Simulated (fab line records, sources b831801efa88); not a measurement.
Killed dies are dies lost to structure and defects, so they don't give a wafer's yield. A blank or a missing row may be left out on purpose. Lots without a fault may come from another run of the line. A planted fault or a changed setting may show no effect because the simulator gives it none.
Which tool did it? | flow sky130 | 6 lots, 18 wafers sampled, at 3 steps of a route of 708

WHAT THE GAUGES READ, wafer by wafer
SKY_LI_CONTACT_CD_MEAS_12: target cd 170 nm.
lot  | measured     | on        | cd_nm (nm)
L449 | day 30 05:13 | cd_sem-02 | 172.4 172.5 171.9
L453 | day 32 03:45 | cd_sem-02 | 171.0 169.6 170.1
L461 | day 33 23:56 | cd_sem-02 | 169.4 170.5 168.7
L463 | day 34 20:30 | cd_sem-02 | 172.5 172.2 171.6
L466 | day 35 11:26 | cd_sem-01 | 156.0 114.1 116.2
L468 | day 36 01:37 | cd_sem-01 | 169.5 171.1 168.3

WHICH TOOL RAN EACH LOT (tool, then ch and the chambers of the sampled wafers, then the start)
lot  | SKY_LDD_N_STRIP_16                   | SKY_LI_CONTACT_EXPOSE_09
L449 | plasma_asher-03 ch 0,1, day 19 02:17 | krf_scanner-01 ch 0, day 29 15:52
L453 | plasma_asher-01 ch 0,1, day 21 03:53 | krf_scanner-02 ch 0, day 31 14:20
L461 | plasma_asher-01 ch 0, day 23 07:23   | krf_scanner-01 ch 0, day 33 12:08
L463 | plasma_asher-03 ch 0,1, day 24 05:03 | krf_scanner-02 ch 0, day 34 08:06
L466 | plasma_asher-01 ch 0,1, day 25 03:22 | krf_scanner-01 ch 0, day 35 00:07
L468 | plasma_asher-02 ch 0,1, day 25 16:17 | krf_scanner-02 ch 0, day 35 12:35
- SKY_LDD_N_STRIP_16: strips in O2/N2.
- SKY_LI_CONTACT_EXPOSE_09: exposes mask LICM1, target cd 170 nm.

THE ANSWER, worked out from the rows above alone
Rule: what is usual is taken from the lots themselves. Put in order of their means at a reading, lots are off if they are a third of the lots or fewer, leave a main group of 4 or more, and stand apart from it by a gap of 3 or more times the standard deviation of the main group's means; of several such gaps the widest counts. A main group whose means are all the same, to the digits that the tables above print for the reading, isn't used. A lot without any number at a reading at which 4 lots or more have one is off too. The other lots that the step has rows for count as sound.
Off: L466, at SKY_LI_CONTACT_CD_MEAS_12 (cd_nm). The main group: mean 170.8 nm, standard deviation 1.2.
A tool fits if, at a process step before that reading, it ran every lot that is off, and no sound lot after the first of them. The gauges at SKY_LI_CONTACT_CD_MEAS_12 are tried like those tools. Can't be told from this: 2 tools fit, plasma_asher-01 at SKY_LDD_N_STRIP_16, krf_scanner-01 at SKY_LI_CONTACT_EXPOSE_09.

WHAT THE SIMULATOR HAD PUT IN
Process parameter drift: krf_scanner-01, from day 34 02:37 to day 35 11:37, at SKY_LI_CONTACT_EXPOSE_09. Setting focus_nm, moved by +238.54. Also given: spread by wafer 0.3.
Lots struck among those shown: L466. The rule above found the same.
